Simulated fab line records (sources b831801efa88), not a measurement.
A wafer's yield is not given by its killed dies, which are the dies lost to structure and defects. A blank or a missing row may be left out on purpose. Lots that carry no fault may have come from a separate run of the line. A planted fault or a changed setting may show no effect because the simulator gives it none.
A struck lot beside a sound one | flow sky130 | 14 steps out of a route of 708
Sound: the wafers L751.2, L751.4, L751.6. Struck: wafers L740.1, L740.2, L740.4. At the end, the cause is stated.
Order at every step that has rows: each side's tool, ch and its chambers, its first start. Under that, the readings that differ: sound wafers | struck wafers | difference of the means | sigmas: that difference in standard deviations of wafers without a fault.
alike: readings whose means differ by less than 2 such deviations, and words and numbers that are the same on both sides. not compared: withheld readings, readings that some wafer has no value for, bounds like >300 that may hide the same value, and numbers for which the record gives no deviation and whose values overlap.
A row with sigmas, a row that says differs or no value, or rows on one side alone: a step with any of these is where the two part. Non-overlapping numbers with no deviation appear without sigmas and do not part them. A reading that every wafer of one side lacks parts them only if that side has two wafers or more.

first, 2 steps without rows for these wafers: SKY_METAL1_CLEAN_23 (cleans in O3/DIW); SKY_VIA1_HDPCVD_00 (deposits SiO2, target thk 1030 nm, time 171.7 s).
SKY_VIA1_THK_MEAS_01:
  sound on filmMetro-03, day 39 14:55; struck on filmMetro-03, day 37 21:14
  alike: VIA1_HDPCVD_THK
SKY_VIA1_CMP_02: polishes SiO2.
  sound on cmp-02 ch 0,2,3, day 39 15:01; struck on cmp-02 ch 0,2,3, day 37 21:18
  alike: edgeZonePressureFrac, motorCurrentA, slurryFlowMlMin
SKY_VIA1_BOW_MEAS_03:
  sound on filmMetro-02, day 39 15:17; struck on filmMetro-01, day 37 21:36
  alike: VIA1_BOW
then, 7 steps without rows for these wafers: SKY_VIA1_DEHYDRATE_04 (time 60 s); SKY_VIA1_HMDS_05 (prime time 60 s); SKY_VIA1_COAT_06 (resist thk 60 nm); SKY_VIA1_COAT_07 (resist thk 450 nm); SKY_VIA1_SOFTBAKE_08 (time 90 s); SKY_VIA1_EXPOSE_09 (exposes mask VIM, target cd 150 nm); SKY_VIA1_PEB_10.
SKY_VIA1_DEVELOP_11: develop time 60 s.
  sound on lithoTrack-03 ch 0, day 40 15:00; struck on lithoTrack-01, day 38 22:00
  no value came back on the struck wafers for chillPlateTempC (C), developTimeS (s); on the sound wafers chillPlateTempC (C) reads 23.08 22.97 23.12
reading                                    | sound             | struck            | difference | sigmas
model.KrF-thick_of_VIA1_COAT_07.thkNm (nm) | 436.5 436.5 438.3 | 451.5 450.8 452.9 | +14.6      | 
SKY_VIA1_CD_MEAS_12: target cd 150 nm.
  sound on cdSem-02, day 40 15:13; struck on cdSem-02, day 38 23:00
reading   | sound             | struck | difference                    | sigmas
cdNm (nm) | 150.1 151.4 149.0 | - - -  | no value on the struck wafers | 

WHERE THEY PART
First at SKY_VIA1_DEVELOP_11; last, within this record, at SKY_VIA1_CD_MEAS_12.

WHY: what the simulator had put in
Step skipped in full: lithoTrack-01, at SKY_VIA1_DEVELOP_11, from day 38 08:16 onward. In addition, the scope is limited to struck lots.
